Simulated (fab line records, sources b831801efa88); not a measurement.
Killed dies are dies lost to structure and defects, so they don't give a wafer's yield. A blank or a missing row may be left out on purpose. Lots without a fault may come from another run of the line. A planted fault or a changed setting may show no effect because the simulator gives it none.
fab line records | flow gf180mcu
record lots=14 wafers=42 last_day=34
route steps=602 shown V4@481 MIM@507
lots that met no fault: from a run of the same line without faults
start_h: hours from the record's first day to the start of the lot's first wafer shown | wait_h: hours since the lot's step before | " the same as in the row above | L1.1+2: a row that stands for several wafers | - no value, or no start given | * or withheld: withheld | < > ~ a bound
route shown NAME@n: a module of which the file shows steps, and the number in the route of the first | usual: mean/standard deviation of fault-free wafers | same: alike in all rows | chamber/n: place in a boat | sites: the reading at each site | _std_site: their standard deviation | _edge_site: outer sites' mean less inner sites' | radius_mm: how far each site lies from the wafer's centre | mask NAME#n: copy n | behind: the tool/chamber that last shaped the wafer | hold: why the lot was held/for how many hours/how that ended | device: the transistor (n, p or np) that didn't switch | end of line: the same wafers' tests at the end of the route | a step without rows: its recipe alone | killed: dies lost to structure and defects at the first sort, not the wafer's yield | map: a wafer's dies, x killed, . not, _ none there
set.NAME: the setting as run; set.NAME@STEP: as run at that earlier step | model.NAME: the simulator's own value behind a step, which no gauge read
steps of the route over a sample of lots; a table a step, a row a wafer
services: from which hour (start_h, from the record's first day; less than 0 if before it) a tool's chamber was out of use, for how many hours, and why
## steps
# step GF_V4_BOW_MEAS_05
# recipe mode=bow
# usual V4_BOW=135/7.5
# columns lot.wafer tool chamber start_h wait_h V4_BOW[um]
L173.3 film_metro-02 - 535.92 0.3 142
L173.4 " - " " 150
L173.6 " - " " 145
L174.3 film_metro-04 - 548.81 0.2 130
L174.4 " - " " 128
L174.5 " - " " 137
L175.1 film_metro-03 - 556.69 0.2 134
L175.3 " - " " 137
L175.4 " - " " 138
L176.1 film_metro-03 - 565.30 0.1 128
L176.3 " - " " 127
L176.6 " - " " 133
L181.1 film_metro-02 - 611.00 0.1 132
L181.2 " - " " 134
L181.3 " - " " 136
L182.3 film_metro-04 - 617.79 0.3 130
L182.5 " - " " 137
L182.6 " - " " 138
L183.4 film_metro-04 - 623.33 0.3 138
L183.5 " - " " 129
L183.6 " - " " 134
L186.2 film_metro-03 - 646.27 0.1 141
L186.3 " - " " 132
L186.6 " - " " 141
L191.1 film_metro-02 - 681.47 0.1 136
L191.2 " - " " 134
L191.5 " - " " 135
L192.3 film_metro-04 - 688.41 0.2 133
L192.4 " - " " 138
L192.6 " - " " 125
L193.3 film_metro-04 - 692.86 0.3 142
L193.4 " - " " 131
L193.5 " - " " 135
L194.2 film_metro-03 - 698.55 0.2 141
L194.3 " - " " 136
L194.4 " - " " 133
L195.2 film_metro-02 - 702.96 0.2 144
L195.3 " - " " 123
L195.4 " - " " 146
L196.1 film_metro-02 - 708.78 0.2 124
L196.2 " - " " 125
L196.6 " - " " 128
# step GF_V4_CD_MEAS_14
# recipe target_cd_nm=260
# usual cd_nm=260.1/1.2
# columns lot.wafer tool chamber start_h wait_h cd_nm
L173.3 cd_sem-01 - 558.27 0.1 260.5
L173.4 " - " " 261.5
L173.6 " - " " 260.2
L174.3 cd_sem-01 - 571.75 0.1 261.9
L174.4 " - " " 262.6
L174.5 " - " " 261.9
L175.1 cd_sem-02 - 578.15 0.1 260.7
L175.3 " - " " 259.6
L175.4 " - " " 260.4
L176.1 cd_sem-01 - 586.91 0.1 258.8
L176.3 " - " " 260.9
L176.6 " - " " 259.7
L181.1 cd_sem-02 - 631.62 0.1 258.6
L181.2 " - " " 259.6
L181.3 " - " " 257.7
L182.3 cd_sem-01 - 638.50 0.1 261.9
L182.5 " - " " 260.8
L182.6 " - " " 262.0
L183.4 cd_sem-01 - 643.36 0.1 261.0
L183.5 " - " " 260.9
L183.6 " - " " 260.6
L186.2 cd_sem-02 - 664.84 0.1 260.3
L186.3 " - " " 260.6
L186.6 " - " " 260.4
L191.1 cd_sem-01 - 700.42 0.1 260.0
L191.2 " - " " 258.8
L191.5 " - " " 261.4
L192.3 cd_sem-02 - 706.39 0.1 259.0
L192.4 " - " " 260.7
L192.6 " - " " 259.6
L193.3 cd_sem-02 - 711.16 0.1 260.4
L193.4 " - " " 260.9
L193.5 " - " " 259.9
L194.2 cd_sem-02 - 717.52 0.1 261.3
L194.3 " - " " 262.1
L194.4 " - " " 261.3
L195.2 cd_sem-01 - 720.97 0.1 261.0
L195.3 " - " " 259.5
L195.4 " - " " 260.8
L196.1 cd_sem-01 - 727.80 0.1 258.4
L196.2 " - " " 259.9
L196.6 " - " " 259.7
# step GF_MIM_SPUTTER_04
# recipe material=TiN target_thk_nm=50 power_w=6500 time_s=41.7 chamber_pressure_pa=0.4
# usual cathode_dc_power_W=6500.1/1.2 chamber_pressure_pa=0.4000/0.00083 throttle_valve_pct=30.1/0.78
# columns lot.wafer tool chamber start_h wait_h cathode_dc_power_W chamber_pressure_pa throttle_valve_pct
L173.3 pvd_sputter-03 - 560.03 0.0 6499.9 0.3998 29.4
L173.4 " - " " 6502.5 0.4003 30.9
L173.6 " - " " 6501.4 0.4001 29.1
L174.3 pvd_sputter-03 - 573.55 0.0 6500.5 0.4011 30.7
L174.4 " - " " 6500.0 0.3998 30.9
L174.5 " - " " 6501.3 0.4011 28.6
L175.1 pvd_sputter-01 - 579.97 0.0 6499.1 0.4002 30.5
L175.3 " - " " 6501.1 0.4000 30.5
L175.4 " - " " 6500.2 0.4012 29.2
L176.1 pvd_sputter-01 - 588.71 0.0 6499.8 0.3999 30.5
L176.3 " - " " 6500.1 0.4000 30.5
L176.6 " - " " 6499.1 0.3996 30.8
L181.1 pvd_sputter-02 - 633.35 0.0 6498.6 0.4012 29.2
L181.2 " - " " 6499.3 0.4000 29.0
L181.3 " - " " 6502.3 0.4008 29.7
L182.3 pvd_sputter-03 - 640.21 0.0 - - -
L182.5 " - " " - - -
L182.6 " - " " - - -
L183.4 pvd_sputter-01 - 645.02 0.0 - - -
L183.5 " - " " - - -
L183.6 " - " " - - -
L186.2 pvd_sputter-02 - 666.55 0.0 6499.6 0.4010 29.6
L186.3 " - " " 6500.6 0.4004 30.8
L186.6 " - " " 6500.1 0.4000 29.8
L191.1 pvd_sputter-01 - 702.15 0.0 6501.2 0.3995 29.5
L191.2 " - " " 6499.5 0.4004 30.4
L191.5 " - " " 6499.7 0.3999 30.8
L192.3 pvd_sputter-01 - 708.05 0.0 6498.9 0.4009 30.1
L192.4 " - " " 6501.1 0.4003 31.3
L192.6 " - " " 6500.7 0.4005 30.7
L193.3 pvd_sputter-03 - 712.82 0.0 6498.1 0.4008 29.8
L193.4 " - " " 6500.5 0.3987 29.0
L193.5 " - " " 6500.8 0.4020 30.5
L194.2 pvd_sputter-01 - 719.20 0.0 6501.1 0.3987 29.3
L194.3 " - " " 6499.7 0.3999 30.3
L194.4 " - " " 6500.7 0.3995 30.3
L195.2 pvd_sputter-01 - 722.72 0.0 6499.8 0.4005 30.7
L195.3 " - " " 6499.2 0.3994 29.2
L195.4 " - " " 6499.7 0.4002 31.0
L196.1 pvd_sputter-01 - 729.49 0.0 6499.9 0.4001 30.7
L196.2 " - " " 6500.5 0.4007 31.2
L196.6 " - " " 6502.4 0.3992 30.5
# step GF_MIM_SPUTTER_08
# recipe material=AlCu target_thk_nm=200 power_w=10600 time_s=10.6 chamber_pressure_pa=0.4
# usual cathode_dc_power_W=10600/1.8 chamber_pressure_pa=0.4001/0.00074 throttle_valve_pct=30.1/0.75
# columns lot.wafer tool chamber start_h wait_h cathode_dc_power_W chamber_pressure_pa throttle_valve_pct
L173.3 pvd_sputter-01 - 560.21 0.0 10600 0.4021 29.3
L173.4 " - " " 10601 0.3988 30.6
L173.6 " - " " 10600 0.4003 30.3
L174.3 pvd_sputter-01 - 573.73 0.0 10598 0.3990 30.4
L174.4 " - " " 10600 0.3996 30.5
L174.5 " - " " 10599 0.4005 31.1
L175.1 pvd_sputter-02 - 580.17 0.0 10597 0.3993 28.8
L175.3 " - " " 10597 0.4000 29.4
L175.4 " - " " 10598 0.4000 29.5
L176.1 pvd_sputter-03 - 588.89 0.0 10600 0.4010 29.0
L176.3 " - " " 10600 0.4007 30.8
L176.6 " - " " 10602 0.4018 29.8
L181.1 pvd_sputter-01 - 633.54 0.0 10601 0.3992 30.4
L181.2 " - " " 10601 0.3990 31.2
L181.3 " - " " 10598 0.3999 30.5
L182.3 pvd_sputter-01 - 640.39 0.0 10599 0.4012 29.4
L182.5 " - " " 10604 0.4004 30.5
L182.6 " - " " 10600 0.3994 30.5
L183.4 pvd_sputter-03 - 645.20 0.0 10601 0.4003 29.0
L183.5 " - " " 10600 0.4009 30.4
L183.6 " - " " 10604 0.3986 28.8
L186.2 pvd_sputter-01 - 666.72 0.0 10599 0.4004 30.3
L186.3 " - " " 10601 0.4005 29.1
L186.6 " - " " 10600 0.3999 30.8
L191.1 pvd_sputter-02 - 702.32 0.0 10602 0.4008 29.7
L191.2 " - " " 10599 0.3999 30.9
L191.5 " - " " 10600 0.4006 29.6
L192.3 pvd_sputter-03 - 708.24 0.0 10595 0.3996 28.9
L192.4 " - " " 10604 0.3997 30.5
L192.6 " - " " 10603 0.3998 29.5
L193.3 pvd_sputter-02 - 713.01 0.0 10601 0.3995 29.6
L193.4 " - " " 10600 0.4000 30.7
L193.5 " - " " 10600 0.3999 31.0
L194.2 pvd_sputter-03 - 719.37 0.0 10598 0.4011 31.0
L194.3 " - " " 10599 0.4002 29.5
L194.4 " - " " 10601 0.3992 30.5
L195.2 pvd_sputter-03 - 722.90 0.0 10599 0.4000 28.9
L195.3 " - " " 10602 0.4005 30.8
L195.4 " - " " 10600 0.4007 30.4
L196.1 pvd_sputter-03 - 729.67 0.0 10601 0.4000 30.7
L196.2 " - " " 10603 0.3997 29.1
L196.6 " - " " 10600 0.3991 30.7
## services
# columns tool chamber start_h hours kind
pvd_sputter-02 - 617.38 1.4 repair
## key
first_sign step=GF_MIM_SPUTTER_04 reading=tool_record direction=missing
effect none on later readings
met_at GF_MIM_SPUTTER_04
struck_lots L182,L183
later_rows_left_out L182.3,L182.5,L182.6,L183.4,L183.5,L183.6
sort_left_out L182.3,L182.5,L182.6,L183.4,L183.5,L183.6
not_acting_at GF_V4_BOW_MEAS_05,GF_V4_CD_MEAS_14,GF_MIM_SPUTTER_08
onset_between 588.71 640.21
fault kind=skipped_step_whole tool=pvd_sputter-01,pvd_sputter-03 chamber=- onset_h=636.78 steps=GF_MIM_SPUTTER_04 scope=struck_lots_only
# sort_left_out: the simulated sort isn't trusted on such a fault, so these wafers' sort isn't shown, and their yield isn't known
# later_rows_left_out: the simulator's readings of these wafers behind a module that went badly wrong aren't trusted and aren't shown, but for the sort
